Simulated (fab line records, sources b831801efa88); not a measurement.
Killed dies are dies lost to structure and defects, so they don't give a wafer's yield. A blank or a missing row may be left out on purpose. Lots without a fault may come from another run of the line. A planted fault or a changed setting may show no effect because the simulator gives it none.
fab line records | flow sky130
record lots=6 wafers=18 last_day=50
route steps=708 shown VT_ADJUST_LVTN@104 VT_ADJUST_NCORE@119 VT_ADJUST_HVTR@131 VT_ADJUST_PCH@143 PAD_OPEN@708
lots that met no fault: from a run of the same line without faults
start_h: hours from the record's first day to the start of the lot's first wafer shown | wait_h: hours since the lot's step before | " the same as in the row above | L1.1+2: a row that stands for several wafers | - no value, or no start given | * or withheld: withheld | < > ~ a bound
route shown NAME@n: a module of which the file shows steps, and the number in the route of the first | usual: mean/standard deviation of fault-free wafers | same: alike in all rows | chamber/n: place in a boat | sites: the reading at each site | _std_site: their standard deviation | _edge_site: outer sites' mean less inner sites' | radius_mm: how far each site lies from the wafer's centre | mask NAME#n: copy n | behind: the tool/chamber that last shaped the wafer | hold: why the lot was held/for how many hours/how that ended | device: the transistor (n, p or np) that didn't switch | end of line: the same wafers' tests at the end of the route | a step without rows: its recipe alone | killed: dies lost to structure and defects at the first sort, not the wafer's yield | map: a wafer's dies, x killed, . not, _ none there
set.NAME: the setting as run; set.NAME@STEP: as run at that earlier step | model.NAME: the simulator's own value behind a step, which no gauge read
lots at some steps of the route; a table a step, a row a wafer
services: from which hour (start_h, from the record's first day; less than 0 if before it) a tool's chamber was out of use, for how many hours, and why
## steps
# step SKY_VT_ADJUST_LVTN_OVL_MEAS_07
# usual VT_ADJUST_LVTN_OVL=-0.7/1.2
# columns lot.wafer tool chamber start_h wait_h VT_ADJUST_LVTN_OVL[nm]
L722.2 overlay-02 - 172.23 - 0.2
L722.5 " - " " -2.5
L722.6 " - " " 0.3
L726.2 overlay-01 - 190.23 - -1.8
L726.4 " - " " -2.3
L726.6 " - " " -0.7
L732.1 overlay-02 - 233.20 - -0.6
L732.2 " - " " -1.9
L732.3 " - " " -0.7
L738.3 overlay-02 - 274.01 - -0.4
L738.4 " - " " -0.7
L738.5 " - " " -0.1
L739.1 overlay-02 - 278.90 - -1.4
L739.4 " - " " -1.4
L739.6 " - " " -1.2
L740.1 overlay-02 - 282.46 - 0.7
L740.5 " - " " -0.2
L740.6 " - " " -0.2
# step SKY_VT_ADJUST_LVTN_IMPLANT_08
# recipe species=B energy_kev=30 dose_cm2=1.57e+12 tilt_deg=withheld
# step SKY_VT_ADJUST_LVTN_STRIP_09
# recipe chemistry=O2/N2 power_w=1400 pressure_mtorr=1500 platen_temp_c=withheld o2_flow_sccm=3000 n2_flow_sccm=300 overash_fraction=0.5
# usual drypump_motor_current_A=5.3/0.3 oes_product_au=0.722/0.0042 strip_time_to_endpoint_s=36.90/0.11
# columns lot.wafer tool chamber start_h wait_h drypump_motor_current_A oes_product_au rf_hours_counter_h strip_time_to_endpoint_s
L722.2 plasma_asher-04 0 172.41 0.1 5.1 0.720 30 36.98
L722.5 " 1 " " 5.2 0.720 - 36.97
L722.6 " 0 " " 5.1 0.721 - 36.97
L726.2 plasma_asher-01 1 190.41 0.1 5.4 0.722 53 36.85
L726.4 " 1 " " 5.4 0.721 - 36.92
L726.6 " 1 " " 5.4 0.717 - 36.85
L732.1 plasma_asher-01 0 233.39 0.1 4.8 0.719 58 36.90
L732.2 " 1 " " 5.4 0.720 58 36.92
L732.3 " 0 " " 4.8 0.722 - 36.97
L738.3 plasma_asher-04 1 274.22 0.1 5.2 0.721 - 36.95
L738.4 " 0 " " 5.1 0.712 - 36.93
L738.5 " 1 " " 5.3 0.726 - 36.89
L739.1 plasma_asher-02 1 279.09 0.1 5.7 0.719 16 36.92
L739.4 " 1 " " 5.7 0.717 - 36.91
L739.6 " 0 " " 5.6 0.720 - 37.01
L740.1 plasma_asher-01 1 282.65 0.1 5.4 0.725 63 36.74
L740.5 " 0 " " 4.8 0.717 - 36.72
L740.6 " 1 " " 5.5 0.723 - 36.67
# step SKY_VT_ADJUST_LVTN_TW_MEAS_10
# usual VT_ADJUST_LVTN_TW=237.6/1.5
# columns lot.wafer tool chamber start_h wait_h VT_ADJUST_LVTN_TW
L722.2 film_metro-01 - 172.52 0.1 237.3
L722.5 " - " " 238.7
L722.6 " - " " 237.7
L726.2 film_metro-03 - 190.52 0.1 238.3
L726.4 " - " " 237.2
L726.6 " - " " 238.8
L732.1 film_metro-03 - 233.49 0.1 237.2
L732.2 " - " " 236.9
L732.3 " - " " 237.7
L738.3 film_metro-03 - 274.31 0.1 237.5
L738.4 " - " " 235.9
L738.5 " - " " 235.7
L739.1 film_metro-03 - 279.19 0.1 235.6
L739.4 " - " " 236.7
L739.6 " - " " 234.7
L740.1 film_metro-01 - 282.75 0.1 237.4
L740.5 " - " " 237.0
L740.6 " - " " 236.5
# step SKY_VT_ADJUST_LVTN_DEHYDRATE_11
# recipe temp_c=200 time_s=60
# step SKY_VT_ADJUST_LVTN_HMDS_12
# recipe prime_time_s=60 prime_temp_c=120
# step SKY_VT_ADJUST_LVTN_COAT_13
# recipe resist=NOVOLAK spin_rpm=3000 resist_thk_nm=1140
# step SKY_VT_ADJUST_LVTN_SOFTBAKE_14
# recipe temp_c=90 time_s=60 resist=NOVOLAK
# step SKY_VT_ADJUST_LVTN_EXPOSE_15
# recipe mask_id=HVN_STD_DERIVED na=0.6 source_shape=conventional sigma_outer=0.6 polarization=unpolarized target_cd_nm=600 dose_mj=163
# step SKY_VT_ADJUST_LVTN_PEB_16
# recipe temp_c=withheld time_s=* resist=NOVOLAK
# step SKY_VT_ADJUST_LVTN_DEVELOP_17
# recipe resist=NOVOLAK developer=TMAH develop_time_s=60 dev_temp_c=23
# step SKY_VT_ADJUST_LVTN_OVL_MEAS_18
# usual VT_ADJUST_LVTN_01_OVL=-0.1/1.2
# columns lot.wafer tool chamber start_h wait_h VT_ADJUST_LVTN_01_OVL[nm]
L722.2 overlay-02 - 193.46 0.1 0.5
L722.5 " - " " 1.1
L722.6 " - " " 1.4
L726.2 overlay-02 - 212.06 0.1 1.0
L726.4 " - " " 0.0
L726.6 " - " " 1.0
L732.1 overlay-02 - 257.21 0.1 -0.1
L732.2 " - " " 0.1
L732.3 " - " " 0.9
L738.3 overlay-02 - 298.28 0.1 -2.3
L738.4 " - " " -1.0
L738.5 " - " " -2.7
L739.1 overlay-02 - 304.56 0.1 0.3
L739.4 " - " " 0.8
L739.6 " - " " 0.9
L740.1 overlay-02 - 308.31 0.1 1.1
L740.5 " - " " 1.7
L740.6 " - " " 1.1
# step SKY_VT_ADJUST_LVTN_IMPLANT_19
# recipe species=B energy_kev=30 dose_cm2=6.5e+11 tilt_deg=withheld
# usual dose_ions_cm2=6.499e+11/7e+08 faraday_current_uA=3.67/0.072
# columns lot.wafer tool chamber start_h wait_h dose_ions_cm2 faraday_current_uA
L722.2 implanter-04 0 193.51 0.0 6.507e+11 3.64
L722.5 " 0 " " 6.495e+11 3.63
L722.6 " 0 " " 6.508e+11 3.68
L726.2 implanter-04 0 212.11 0.0 6.501e+11 3.57
L726.4 " 0 " " 6.488e+11 3.81
L726.6 " 0 " " 6.495e+11 3.67
L732.1 implanter-03 0 257.25 0.0 6.487e+11 3.65
L732.2 " 0 " " 6.5e+11 3.64
L732.3 " 0 " " 6.508e+11 3.80
L738.3 implanter-01 0 298.36 0.1 6.502e+11 3.59
L738.4 " 0 " " 6.505e+11 3.71
L738.5 " 0 " " 6.507e+11 3.64
L739.1 implanter-04 0 304.60 0.0 6.509e+11 3.69
L739.4 " 0 " " 6.496e+11 3.53
L739.6 " 0 " " 6.499e+11 3.61
L740.1 implanter-01 0 308.35 0.0 6.499e+11 3.61
L740.5 " 0 " " 6.504e+11 3.61
L740.6 " 0 " " 6.491e+11 3.66
# step SKY_VT_ADJUST_LVTN_STRIP_20
# recipe chemistry=O2/N2 power_w=1400 pressure_mtorr=1500 platen_temp_c=withheld o2_flow_sccm=3000 n2_flow_sccm=300 overash_fraction=0.5
# usual drypump_motor_current_A=5.4/0.31 oes_product_au=0.716/0.0049 strip_time_to_endpoint_s=14.17/0.038
# columns lot.wafer tool chamber start_h wait_h drypump_motor_current_A oes_product_au rf_hours_counter_h strip_time_to_endpoint_s
L722.2 plasma_asher-04 0 193.64 0.1 5.1 0.714 32 14.18
L722.5 " 1 " " 5.3 0.717 - 14.20
L722.6 " 0 " " 5.1 0.715 - 14.19
L726.2 plasma_asher-02 1 212.24 0.1 5.8 0.707 9 14.23
L726.4 " 0 " " 5.6 0.717 - 14.22
L726.6 " 1 " " 5.8 0.725 - 14.23
L732.1 plasma_asher-02 1 257.40 0.1 5.7 0.712 14 14.16
L732.2 " 0 " " 5.6 0.717 14 14.11
L732.3 " 1 " " 5.7 0.716 - 14.17
L738.3 plasma_asher-04 1 298.49 0.1 5.3 0.713 - 14.14
L738.4 " 0 " " 5.1 0.715 - 14.15
L738.5 " 1 " " 5.3 0.711 - 14.12
L739.1 plasma_asher-02 1 304.75 0.1 5.8 0.715 18 14.15
L739.4 " 0 " " 5.5 0.713 - 14.18
L739.6 " 1 " " 5.8 0.718 - 14.13
L740.1 plasma_asher-01 0 308.50 0.1 4.8 0.714 66 14.23
L740.5 " 0 " " 4.8 0.714 - 14.19
L740.6 " 1 " " 5.4 0.723 - 14.25
# step SKY_VT_ADJUST_LVTN_TW_MEAS_21
# usual VT_ADJUST_LVTN_2_TW=184.9/0.85
# columns lot.wafer tool chamber start_h wait_h VT_ADJUST_LVTN_2_TW
L722.2 film_metro-01 - 193.75 0.1 184.1
L722.5 " - " " 182.4
L722.6 " - " " 182.7
L726.2 film_metro-03 - 212.35 0.1 185.1
L726.4 " - " " 185.2
L726.6 " - " " 183.2
L732.1 film_metro-01 - 257.50 0.1 186.0
L732.2 " - " " 186.1
L732.3 " - " " 186.2
L738.3 film_metro-03 - 298.58 0.1 184.3
L738.4 " - " " 183.9
L738.5 " - " " 185.0
L739.1 film_metro-03 - 304.85 0.1 184.7
L739.4 " - " " 185.6
L739.6 " - " " 184.2
L740.1 film_metro-01 - 308.60 0.1 185.4
L740.5 " - " " 184.7
L740.6 " - " " 184.9
# step SKY_VT_ADJUST_NCORE_DEHYDRATE_00
# recipe temp_c=200 time_s=60
# step SKY_VT_ADJUST_NCORE_HMDS_01
# recipe prime_time_s=60 prime_temp_c=120
# step SKY_VT_ADJUST_NCORE_COAT_02
# recipe resist=NOVOLAK spin_rpm=3000 resist_thk_nm=1140
# step SKY_VT_ADJUST_NCORE_SOFTBAKE_03
# recipe temp_c=90 time_s=60 resist=NOVOLAK
# step SKY_VT_ADJUST_NCORE_EXPOSE_04
# recipe mask_id=LVTN_COMPLEMENT_THIN na=0.6 source_shape=conventional sigma_outer=0.6 polarization=unpolarized target_cd_nm=380 dose_mj=139
# step SKY_VT_ADJUST_NCORE_PEB_05
# recipe temp_c=withheld time_s=* resist=NOVOLAK
# step SKY_VT_ADJUST_NCORE_DEVELOP_06
# recipe resist=NOVOLAK developer=TMAH develop_time_s=60 dev_temp_c=23
# step SKY_VT_ADJUST_NCORE_CD_MEAS_07
# recipe target_cd_nm=380
# usual cd_nm=379.4/2.7
# columns lot.wafer tool chamber start_h wait_h cd_nm
L722.2 cd_sem-01 - 214.89 0.1 376.0
L722.5 " - " " 376.1
L722.6 " - " " 377.1
L726.2 cd_sem-01 - 234.22 0.1 379.0
L726.4 " - " " 378.7
L726.6 " - " " 379.6
L732.1 cd_sem-01 - 281.55 0.1 381.8
L732.2 " - " " 381.8
L732.3 " - " " 382.6
L738.3 cd_sem-02 - 324.04 0.1 377.7
L738.4 " - " " 376.8
L738.5 " - " " 377.7
L739.1 cd_sem-01 - 330.97 0.1 382.4
L739.4 " - " " 382.3
L739.6 " - " " 384.9
L740.1 cd_sem-02 - 334.77 0.1 379.6
L740.5 " - " " 379.3
L740.6 " - " " 378.9
# step SKY_VT_ADJUST_NCORE_OVL_MEAS_08
# usual VT_ADJUST_NCORE_OVL=-0.7/1.4
# columns lot.wafer tool chamber start_h wait_h VT_ADJUST_NCORE_OVL[nm]
L722.2 overlay-01 - 215.00 0.1 0.3
L722.5 " - " " -0.3
L722.6 " - " " 0.1
L726.2 overlay-02 - 234.36 0.1 0.0
L726.4 " - " " -1.4
L726.6 " - " " 0.0
L732.1 overlay-02 - 281.67 0.1 -1.1
L732.2 " - " " -0.2
L732.3 " - " " -0.8
L738.3 overlay-02 - 324.13 0.1 0.0
L738.4 " - " " 0.5
L738.5 " - " " -0.5
L739.1 overlay-02 - 331.09 0.1 1.0
L739.4 " - " " 1.2
L739.6 " - " " 0.8
L740.1 overlay-01 - 334.89 0.1 -0.4
L740.5 " - " " 0.2
L740.6 " - " " 0.4
# step SKY_VT_ADJUST_NCORE_IMPLANT_09
# recipe species=B energy_kev=10 dose_cm2=2.4e+12 tilt_deg=withheld
# step SKY_VT_ADJUST_NCORE_STRIP_10
# recipe chemistry=O2/N2 power_w=1400 pressure_mtorr=1500 platen_temp_c=withheld o2_flow_sccm=3000 n2_flow_sccm=300 overash_fraction=0.5
# usual drypump_motor_current_A=5.64/0.27 oes_product_au=0.716/0.0045 strip_time_to_endpoint_s=14.17/0.044
# columns lot.wafer tool chamber start_h wait_h drypump_motor_current_A oes_product_au rf_hours_counter_h strip_time_to_endpoint_s
L722.2 plasma_asher-03 0 215.18 0.1 5.98 0.715 54 14.24
L722.5 " 1 " " 5.86 0.717 - 14.23
L722.6 " 0 " " 5.99 0.712 - 14.25
L726.2 plasma_asher-02 1 234.54 0.1 5.76 0.711 12 14.25
L726.4 " 1 " " 5.78 0.721 - 14.24
L726.6 " 0 " " 5.57 0.711 - 14.26
L732.1 plasma_asher-03 1 281.86 0.1 5.89 0.715 61 14.15
L732.2 " 0 " " 5.99 0.707 61 14.13
L732.3 " 0 " " 6.00 0.710 - 14.15
L738.3 plasma_asher-02 1 324.49 0.2 5.74 0.715 - 14.16
L738.4 " 0 " " 5.56 0.716 - 14.13
L738.5 " 0 " " 5.56 0.718 - 14.16
L739.1 plasma_asher-02 1 331.28 0.1 5.75 0.716 21 14.13
L739.4 " 0 " " 5.57 0.714 - 14.13
L739.6 " 0 " " 5.55 0.720 - 14.20
L740.1 plasma_asher-04 1 335.08 0.1 5.27 0.715 44 14.11
L740.5 " 0 " " 5.14 0.714 - 14.12
L740.6 " 1 " " 5.27 0.706 - 14.16
# step SKY_VT_ADJUST_NCORE_TW_MEAS_11
# usual VT_ADJUST_NCORE_TW=218.0/2.2
# columns lot.wafer tool chamber start_h wait_h VT_ADJUST_NCORE_TW
L722.2 film_metro-03 - 215.29 0.1 216.4
L722.5 " - " " 215.8
L722.6 " - " " 217.0
L726.2 film_metro-02 - 234.65 0.1 220.2
L726.4 " - " " 220.4
L726.6 " - " " 220.4
L732.1 film_metro-02 - 281.96 0.1 222.1
L732.2 " - " " 221.5
L732.3 " - " " 222.3
L738.3 film_metro-03 - 324.58 0.1 217.3
L738.4 " - " " 217.2
L738.5 " - " " 216.4
L739.1 film_metro-03 - 331.38 0.1 217.1
L739.4 " - " " 216.5
L739.6 " - " " 216.8
L740.1 film_metro-04 - 335.18 0.1 217.4
L740.5 " - " " 217.7
L740.6 " - " " 218.5
# step SKY_VT_ADJUST_HVTR_DEHYDRATE_00
# recipe temp_c=200 time_s=60
# step SKY_VT_ADJUST_HVTR_HMDS_01
# recipe prime_time_s=60 prime_temp_c=120
# step SKY_VT_ADJUST_HVTR_COAT_02
# recipe resist=NOVOLAK spin_rpm=3000 resist_thk_nm=1140
# step SKY_VT_ADJUST_HVTR_SOFTBAKE_03
# recipe temp_c=90 time_s=60 resist=NOVOLAK
# step SKY_VT_ADJUST_HVTR_EXPOSE_04
# recipe mask_id=HVTRM target_cd_nm=380 na=0.6 source_shape=conventional sigma_outer=0.6 dose_mj=150
# step SKY_VT_ADJUST_HVTR_PEB_05
# recipe temp_c=withheld time_s=* resist=NOVOLAK
# step SKY_VT_ADJUST_HVTR_DEVELOP_06
# recipe develop_time_s=60 dev_temp_c=23
# step SKY_VT_ADJUST_HVTR_CD_MEAS_07
# recipe target_cd_nm=380
# usual cd_nm=380.8/2.6
# columns lot.wafer tool chamber start_h wait_h cd_nm
L722.2 cd_sem-01 - 237.39 0.1 379.5
L722.5 " - " " 375.9
L722.6 " - " " 377.4
L726.2 cd_sem-01 - 258.34 0.1 380.6
L726.4 " - " " 381.7
L726.6 " - " " 381.0
L732.1 cd_sem-01 - 306.82 0.1 384.3
L732.2 " - " " 384.0
L732.3 " - " " 383.8
L738.3 cd_sem-02 - 350.81 0.1 380.2
L738.4 " - " " 381.1
L738.5 " - " " 382.4
L739.1 cd_sem-02 - 358.57 0.1 379.7
L739.4 " - " " 379.9
L739.6 " - " " 378.8
L740.1 cd_sem-01 - 362.01 0.1 377.9
L740.5 " - " " 381.9
L740.6 " - " " 376.7
# step SKY_VT_ADJUST_HVTR_OVL_MEAS_08
# usual VT_ADJUST_HVTR_OVL=-0.9/1.3
# columns lot.wafer tool chamber start_h wait_h VT_ADJUST_HVTR_OVL[nm]
L722.2 overlay-02 - 237.50 0.1 -0.6
L722.5 " - " " -1.0
L722.6 " - " " -1.6
L726.2 overlay-02 - 258.45 0.1 -2.3
L726.4 " - " " -1.1
L726.6 " - " " -0.8
L732.1 overlay-02 - 306.94 0.1 -0.2
L732.2 " - " " -0.6
L732.3 " - " " -1.9
L738.3 overlay-01 - 350.90 0.1 0.0
L738.4 " - " " 0.8
L738.5 " - " " 1.0
L739.1 overlay-01 - 358.69 0.1 -0.7
L739.4 " - " " -0.1
L739.6 " - " " -0.2
L740.1 overlay-01 - 362.13 0.1 -0.9
L740.5 " - " " 1.6
L740.6 " - " " -1.8
# step SKY_VT_ADJUST_HVTR_IMPLANT_09
# recipe species=B energy_kev=10 dose_cm2=2.1e+12 tilt_deg=withheld
# step SKY_VT_ADJUST_HVTR_STRIP_10
# recipe chemistry=O2/N2 power_w=1400 pressure_mtorr=1500 platen_temp_c=withheld o2_flow_sccm=3000 n2_flow_sccm=300 overash_fraction=0.5
# usual drypump_motor_current_A=5.5/0.39 oes_product_au=0.715/0.0046 strip_time_to_endpoint_s=14.17/0.037
# columns lot.wafer tool chamber start_h wait_h drypump_motor_current_A oes_product_au rf_hours_counter_h strip_time_to_endpoint_s
L722.2 plasma_asher-03 1 237.68 0.1 5.9 0.720 57 14.16
L722.5 " 0 " " 6.0 0.714 - 14.13
L722.6 " 1 " " 5.8 0.720 - 14.17
L726.2 plasma_asher-02 0 258.63 0.1 5.6 0.717 14 14.20
L726.4 " 0 " " 5.6 0.713 - 14.23
L726.6 " 0 " " 5.6 0.715 - 14.15
L732.1 plasma_asher-03 1 307.13 0.1 5.9 0.710 63 14.14
L732.2 " 0 " " 6.0 0.710 63 14.16
L732.3 " 0 " " 6.0 0.712 - 14.11
L738.3 plasma_asher-01 0 351.11 0.1 4.8 0.714 - 14.21
L738.4 " 1 " " 5.4 0.718 - 14.16
L738.5 " 1 " " 5.4 0.719 - 14.19
L739.1 plasma_asher-02 0 358.88 0.1 5.6 0.719 24 14.11
L739.4 " 1 " " 5.8 0.718 - 14.12
L739.6 " 0 " " 5.6 0.714 - 14.12
L740.1 plasma_asher-02 1 362.32 0.1 5.7 0.714 25 14.17
L740.5 " 1 " " 5.7 0.713 - 14.16
L740.6 " 0 " " 5.6 0.711 - 14.16
# step SKY_VT_ADJUST_HVTR_TW_MEAS_11
# usual VT_ADJUST_HVTR_TW=209.7/2.4
# columns lot.wafer tool chamber start_h wait_h VT_ADJUST_HVTR_TW
L722.2 film_metro-02 - 237.79 0.1 211.1
L722.5 " - " " 210.8
L722.6 " - " " 211.6
L726.2 film_metro-01 - 258.74 0.1 208.1
L726.4 " - " " 207.6
L726.6 " - " " 207.1
L732.1 film_metro-01 - 307.23 0.1 206.9
L732.2 " - " " 206.6
L732.3 " - " " 208.2
L738.3 film_metro-04 - 351.20 0.1 211.0
L738.4 " - " " 211.8
L738.5 " - " " 211.4
L739.1 film_metro-02 - 358.98 0.1 210.9
L739.4 " - " " 210.8
L739.6 " - " " 212.7
L740.1 film_metro-02 - 362.42 0.1 214.5
L740.5 " - " " 212.3
L740.6 " - " " 214.1
# step SKY_VT_ADJUST_PCH_DEHYDRATE_00
# recipe temp_c=200 time_s=60
# step SKY_VT_ADJUST_PCH_HMDS_01
# recipe prime_time_s=60 prime_temp_c=120
# step SKY_VT_ADJUST_PCH_COAT_02
# recipe spin_rpm=2000 resist_thk_nm=3000
# step SKY_PAD_OPEN_PROBE_99
# usual killed_at_M0_to_M3=44/6.8 killed_at_M4_up=3.4/2 killed_at_contacts=24/5.2 killed_at_front_end=15/5.2 killed_at_other=0.2/0.46 killed_dies=87/9.8 killed_open=47/7.5 killed_short=39/6.8
# same gross_dies=492 killed_at_back_side=0
# columns lot.wafer tool chamber start_h wait_h killed_at_M0_to_M3 killed_at_M4_up killed_at_contacts killed_at_front_end killed_at_other killed_dies killed_open killed_short model.etest.nfet_g5v0d10v5.vt_v_range
L722.2 prober-02 - 1103.21 0.1 52 2 18 14 1 87 53 34 0.02163
L722.5 prober-02 - 1103.36 0.2 51 1 19 14 0 85 47 38 0.02828
L722.6 prober-02 - 1103.41 0.2 54 1 18 5 0 78 48 30 0.01523
L726.2 prober-02 - 1124.46 0.1 45 5 15 15 1 81 38 43 0.01189
L726.4 prober-02 - 1124.56 0.2 30 5 34 17 0 86 43 43 0.01265
L726.6 prober-02 - 1124.66 0.2 56 4 32 19 0 111 62 49 0.02595
L732.1 prober-02 - 1158.10 0.1 53 3 18 10 0 84 50 34 0.01125
L732.2 prober-02 - 1158.15 0.1 49 2 22 23 0 96 47 49 0.01842
L732.3 prober-02 - 1158.20 0.2 56 1 24 29 0 110 58 52 0.01544
L738.3 prober-02 - 1186.67 0.2 48 4 25 12 1 90 42 48 0.01795
L738.4 prober-02 - 1186.72 0.2 42 5 17 10 0 74 31 43 0.0131
L738.5 prober-02 - 1186.77 0.2 45 2 26 20 0 93 58 35 0.01702
L739.1 prober-01 - 1191.23 0.1 50 2 18 17 0 87 36 51 0.01531
L739.4 prober-01 - 1191.38 0.2 39 7 21 10 0 77 38 39 0.00322
L739.6 prober-01 - 1191.48 0.2 38 3 29 14 0 84 50 34 0.0192
L740.1 prober-02 - 1192.20 0.1 45 2 18 19 0 84 56 28 0.01275
L740.5 prober-02 - 1192.40 0.2 55 4 21 6 0 86 47 39 0.0156
L740.6 prober-02 - 1192.45 0.2 41 4 21 16 1 83 49 34 0.01384
# killed by level:class
L722.2 VIA1:geometric_particle:open=18 LI_CONTACT:geometric_particle:open=7 METAL1:geometric_particle:short=7 VIA2:geometric_particle:open=6 FIELD_ISO:geometric_particle:open=6 METAL2:geometric_particle:short=6 CONTACT:geometric_particle:open=5 METAL1:geometric_particle:open=4
L722.5 VIA1:geometric_particle:open=10 VIA2:geometric_particle:open=10 VIA3:geometric_particle:open=10 LI_CONTACT:geometric_particle:open=9 FIELD_ISO:geometric_particle:short=5 CONTACT:geometric_particle:open=4 METAL1:geometric_particle:short=4 METAL2:geometric_particle:short=4
L722.6 VIA1:geometric_particle:open=15 VIA2:geometric_particle:open=9 VIA3:geometric_particle:open=9 LI_CONTACT:geometric_particle:open=5 VIA1:geometric_particle:short=5 CONTACT:geometric_particle:open=5 METAL2:geometric_particle:short=5 VIA2:geometric_particle:short=4
L726.2 VIA1:geometric_particle:open=12 POLY_GATE:geometric_particle:short=8 CONTACT:geometric_particle:open=8 METAL2:geometric_particle:short=7 METAL1:geometric_particle:short=5 VIA1:geometric_particle:short=5 CONTACT:geometric_particle:short=4 VIA2:geometric_particle:open=4
L726.4 CONTACT:geometric_particle:short=11 VIA1:geometric_particle:open=10 LI_CONTACT:geometric_particle:open=9 CONTACT:geometric_particle:open=8 FIELD_ISO:geometric_particle:short=4 FIELD_ISO:geometric_particle:open=4 LOCAL_INTERCONNECT:geometric_particle:short=4 VIA1:geometric_particle:short=4
L726.6 VIA1:geometric_particle:open=18 VIA2:geometric_particle:open=9 CONTACT:geometric_particle:open=8 CONTACT:geometric_particle:short=8 VIA1:geometric_particle:short=8 LOCAL_INTERCONNECT:geometric_particle:short=7 VIA3:geometric_particle:open=6 FIELD_ISO:geometric_particle:open=5
L732.1 VIA2:geometric_particle:open=12 VIA1:geometric_particle:open=10 CONTACT:geometric_particle:open=8 METAL1:geometric_particle:short=7 VIA1:geometric_particle:short=5 VIA3:geometric_particle:open=5 LI_CONTACT:geometric_particle:open=3 METAL2:geometric_particle:short=3
L732.2 VIA2:geometric_particle:open=9 CONTACT:geometric_particle:open=8 CONTACT:geometric_particle:short=8 VIA1:geometric_particle:open=8 POLY_GATE:geometric_particle:open=7 METAL1:geometric_particle:short=7 FIELD_ISO:geometric_particle:short=6 VIA3:geometric_particle:open=6
L732.3 VIA1:geometric_particle:open=13 METAL1:geometric_particle:short=10 METAL2:geometric_particle:short=9 FIELD_ISO:geometric_particle:short=8 POLY_GATE:geometric_particle:short=8 CONTACT:geometric_particle:open=8 VIA2:geometric_particle:open=8 FIELD_ISO:geometric_particle:open=6
L738.3 VIA1:geometric_particle:open=11 VIA1:geometric_particle:short=10 CONTACT:geometric_particle:open=6 LI_CONTACT:geometric_particle:open=5 VIA2:geometric_particle:open=5 LOCAL_INTERCONNECT:geometric_particle:short=5 CONTACT:geometric_particle:short=5 METAL1:geometric_particle:short=4
L738.4 METAL1:geometric_particle:short=11 VIA1:geometric_particle:open=10 CONTACT:geometric_particle:open=5 VIA1:geometric_particle:short=5 VIA3:geometric_particle:short=5 FIELD_ISO:geometric_particle:short=4 LI_CONTACT:geometric_particle:open=4 METAL2:geometric_particle:short=4
L738.5 VIA1:geometric_particle:open=17 LI_CONTACT:geometric_particle:open=9 FIELD_ISO:geometric_particle:open=8 CONTACT:geometric_particle:open=8 METAL1:geometric_particle:short=7 FIELD_ISO:geometric_particle:short=5 VIA2:geometric_particle:open=5 POLY_GATE:geometric_particle:short=4
L739.1 VIA1:geometric_particle:open=12 METAL2:geometric_particle:short=9 LOCAL_INTERCONNECT:geometric_particle:short=6 CONTACT:geometric_particle:short=6 METAL1:geometric_particle:short=6 POLY_GATE:geometric_particle:short=5 VIA1:geometric_particle:short=5 FIELD_ISO:geometric_particle:open=4
L739.4 VIA1:geometric_particle:open=11 VIA3:geometric_particle:open=7 CONTACT:geometric_particle:short=5 CONTACT:geometric_particle:open=5 VIA1:geometric_particle:short=5 METAL2:geometric_particle:short=5 METAL4:geometric_particle:short=4 POLY_GATE:geometric_particle:short=3
L739.6 VIA1:geometric_particle:open=11 VIA2:geometric_particle:open=8 VIA1:geometric_particle:short=6 LI_CONTACT:geometric_particle:open=6 CONTACT:geometric_particle:short=6 CONTACT:geometric_particle:open=6 VIA3:geometric_particle:open=6 LI_CONTACT:geometric_particle:short=5
L740.1 VIA1:geometric_particle:open=16 VIA2:geometric_particle:open=10 CONTACT:geometric_particle:open=6 LI_CONTACT:geometric_particle:open=5 FIELD_ISO:geometric_particle:short=4 FIELD_ISO:geometric_particle:open=4 CONTACT:geometric_particle:short=4 VIA3:geometric_particle:open=4
L740.5 VIA1:geometric_particle:open=16 VIA1:geometric_particle:short=8 LI_CONTACT:geometric_particle:open=7 VIA2:geometric_particle:open=6 CONTACT:geometric_particle:short=5 METAL2:geometric_particle:short=5 VIA3:geometric_particle:open=5 VIA3:geometric_particle:short=4
L740.6 VIA1:geometric_particle:open=17 CONTACT:geometric_particle:open=8 FIELD_ISO:geometric_particle:open=6 VIA2:geometric_particle:open=6 LI_CONTACT:geometric_particle:open=5 METAL1:geometric_particle:short=5 FIELD_ISO:geometric_particle:short=4 VIA3:geometric_particle:open=4
## services
# columns tool chamber start_h hours kind
implanter-04 - 191.82 0.7 repair
plasma_asher-04 - 224.37 14.6 pm
implanter-01 - 242.13 4.1 pm
implanter-03 - 286.13 3.3 repair
plasma_asher-02 - 324.62 2.8 pm
plasma_asher-03 - 335.55 28.1 pm
plasma_asher-04 - 337.75 3.0 repair
implanter-04 - 343.89 13.6 pm
## key
first_sign none at tools or gauges
model_effect step=SKY_PAD_OPEN_PROBE_99 value=etest.nfet_g5v0d10v5.vt_v_range without=0.01279 struck=0.02315
met_at SKY_VT_ADJUST_LVTN_IMPLANT_19
struck_wafers L722.5,L722.6,L726.6
tester_left_out L722,L726
fault kind=process_parameter_drift tool=implanter-04 chamber=- onset_h=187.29 steps=SKY_VT_ADJUST_LVTN_IMPLANT_19 channel=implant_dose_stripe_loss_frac offset=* shape=step end_h=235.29 scope=struck_wafers_only
# tester_left_out: of these lots the tester's yield and bins aren't shown, on N5 and GAA mostly nor the transistor test; their killed dies are dies lost to structure and defects alone, not to doping, threshold or leakage, so they don't give the yield
